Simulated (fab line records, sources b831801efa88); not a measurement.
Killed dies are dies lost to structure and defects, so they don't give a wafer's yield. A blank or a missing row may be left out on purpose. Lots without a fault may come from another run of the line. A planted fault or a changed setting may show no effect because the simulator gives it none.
A struck lot beside a sound one | flow sky130 | 17 steps out of a route of 708
Sound: wafers L680.1, L680.3, L680.4. Struck: wafers L694.1, L694.3, L694.5. The cause comes at the end.
At each step with rows: each side's tool, then ch and its chambers, then its first start. Under that, the readings that differ: sound wafers | struck wafers | difference of the means | sigmas: that difference in standard deviations of wafers without a fault.
alike: readings whose means differ by less than 2 such deviations, and words and numbers that are the same on both sides. not compared: withheld readings, readings that some wafer has no value for, bounds like >300 that may hide the same value, and numbers for which the record gives no deviation and whose values overlap.
The two part at a step that has a row with sigmas, a row that says differs or no value, or rows on one side only. Numbers that don't overlap but have no deviation are shown without sigmas and don't part them. A reading that every wafer of one side lacks parts them only if that side has two wafers or more.

first, 1 step without rows for these wafers: SKY_VT_ADJUST_NCORE_IMPLANT_09.
SKY_VT_ADJUST_NCORE_STRIP_10: strips in O2/N2.
  sound on plasma_asher-04 ch 0,1, day 9 12:46; struck on plasma_asher-02 ch 0,1, day 13 15:29
  alike: drypump_motor_current_A, o2_flow_sccm, oes_product_au, strip_time_to_endpoint_s
  not compared: rf_hours_counter_h
SKY_VT_ADJUST_NCORE_TW_MEAS_11:
  sound on film_metro-03, day 9 12:52; struck on film_metro-02, day 13 15:35
  alike: VT_ADJUST_NCORE_TW
then, 7 steps without rows for these wafers: SKY_VT_ADJUST_HVTR_DEHYDRATE_00 (time 60 s); SKY_VT_ADJUST_HVTR_HMDS_01 (prime time 60 s); SKY_VT_ADJUST_HVTR_COAT_02 (resist thk 1140 nm); SKY_VT_ADJUST_HVTR_SOFTBAKE_03 (time 60 s); SKY_VT_ADJUST_HVTR_EXPOSE_04 (exposes mask HVTRM, target cd 380 nm); SKY_VT_ADJUST_HVTR_PEB_05; SKY_VT_ADJUST_HVTR_DEVELOP_06 (develop time 60 s).
SKY_VT_ADJUST_HVTR_CD_MEAS_07: target cd 380 nm.
  sound on cd_sem-02, day 10 10:50; struck on cd_sem-01, day 14 17:00
  alike: cd_nm
SKY_VT_ADJUST_HVTR_OVL_MEAS_08:
  sound on overlay-01, day 10 10:57; struck on overlay-01, day 14 17:07
  alike: VT_ADJUST_HVTR_OVL
SKY_VT_ADJUST_HVTR_IMPLANT_09:
  sound on implanter-03 ch 0, day 10 10:59; struck on implanter-04 ch 0, day 14 17:10
  reading            | sound             | struck            | difference | sigmas
  beam_on_s (s)      | 10.33 10.16 10.07 | 8.18 8.06 8.77    | -1.85      | -8
  faraday_current_uA | 11.45 11.68 11.80 | 14.44 14.68 13.52 | +2.57      | +10
SKY_VT_ADJUST_HVTR_STRIP_10: strips in O2/N2.
  sound on plasma_asher-03 ch 0,1, day 10 11:08; struck on plasma_asher-01 ch 0,1, day 14 17:19
  alike: drypump_motor_current_A, o2_flow_sccm, oes_product_au, strip_time_to_endpoint_s
  not compared: rf_hours_counter_h
SKY_VT_ADJUST_HVTR_TW_MEAS_11:
  sound on film_metro-04, day 10 11:14; struck on film_metro-01, day 14 17:25
  reading           | sound             | struck            | difference | sigmas
  VT_ADJUST_HVTR_TW | 213.4 212.4 213.5 | 202.5 203.3 202.5 | -10.3      | -9
then, 1 step without rows for these wafers: SKY_VT_ADJUST_PCH_DEHYDRATE_00 (time 60 s).
-- the record jumps here: 35 days lie between the struck wafers' starts before and after (it left off in module VT_ADJUST_PCH and takes up again in module PAD_OPEN, whose first step shown is number 708 of the route) --
SKY_PAD_OPEN_PROBE_99:
  sound on prober-01, day 47 00:36; struck on prober-02, day 50 02:56
  reading                                | sound                   | struck                | difference | sigmas
  model.etest.pfet_01v8_mvt.drive_ua_um  | 149.1 149.6 146.9       | 140.9 138.7 138.1     | -9.3       |
  model.etest.pfet_01v8_mvt.vt_sat_v (V) | -0.5702 -0.5648 -0.5705 | -0.6491 -0.65 -0.6583 | -0.0840    |
  model.etest.pfet_01v8_mvt.vt_v (V)     | -0.6562 -0.6508 -0.6562 | -0.726 -0.7252 -0.733 | -0.074     |
  alike: killed_at_M0_to_M3, killed_at_M4_up, killed_at_contacts, killed_at_front_end, killed_at_other, killed_dies, killed_open, killed_short

WHERE THEY PART
First at SKY_VT_ADJUST_HVTR_IMPLANT_09; last, within this record, at SKY_VT_ADJUST_HVTR_TW_MEAS_11. Later steps at which nothing parts them and some readings are alike: SKY_PAD_OPEN_PROBE_99.

WHY: what the simulator had put in
Process parameter drift: implanter-04, from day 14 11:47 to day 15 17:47, at SKY_VT_ADJUST_HVTR_IMPLANT_09. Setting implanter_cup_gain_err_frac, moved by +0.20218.
